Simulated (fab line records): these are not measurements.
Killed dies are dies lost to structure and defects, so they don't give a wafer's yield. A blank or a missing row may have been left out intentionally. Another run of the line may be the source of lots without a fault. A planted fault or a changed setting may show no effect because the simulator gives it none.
Matching of chambers ; flow sky130 ; rieDiel-01 running SKY_FIELD_ISO_ETCH_15: 4 sister chambers
The step etches the open film in CHF3/O2, stops on Si, target depth 180 nm, time 72 s. 8 wafers are shown with their chamber, then 8 later ones without.

== WAFERS, EACH WITH ITS CHAMBER ==
wafer;chamber;throttleValvePct (%);oesProductAu (a.u.)
L079.5;1;8.851;0.954
L081.1;0;8.840;0.949
L081.4;3;8.855;0.944
L081.5;0;8.838;0.945
L087.1;1;8.840;0.933
L087.3;2;8.845;0.942
L087.6;2;8.850;0.942
L088.3;3;8.829;0.936

== WAFERS WITHOUT THEIR CHAMBER ==
wafer;throttleValvePct (%);oesProductAu (a.u.)
L088.5;8.834;0.938
L088.6;8.852;0.935
L093.3;8.854;0.942
L093.4;8.860;0.944
L093.6;8.834;0.940
L097.1;8.835;0.946
L097.4;8.846;0.947
L097.5;8.848;0.942

== THE CHAMBER EACH PASSED THROUGH ==
wafer;from the rows above;in truth
L088.5;can't be placed: 3 or 0 or 1 or 2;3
L088.6;can't be placed: 2 or 3 or 1 or 0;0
L093.3;can't be placed: 2 or 1 or 3 or 0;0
L093.4;can't be placed: 2 or 1 or 3 or 0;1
L093.6;can't be placed: 3 or 0 or 1 or 2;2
L097.1;can't be placed: 0 or 3 or 1 or 2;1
L097.4;can't be placed: 1 or 2 or 0 or 3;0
L097.5;can't be placed: 2 or 1 or 3 or 0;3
Correct placement for 0 of the 8. Not placeable from these rows: 8 (in 8, the candidates include the true chamber). Number placed wrongly: 0.
How it was worked out, from the rows above alone: a wafer's distance from a chamber is the root of the sum, over the readings, of the square of ((its reading less the chamber's mean) divided by the reading's scatter). The wafer belongs to the nearest chamber; if the next one is less than 2 further off, it can't be placed. For every chamber, the mean is computed from those of its wafers that are shown. How the scatter is found: for the shown wafers, subtract from each reading the mean of its chamber, square and add these, divide the total by (wafers less chambers), then take the root.
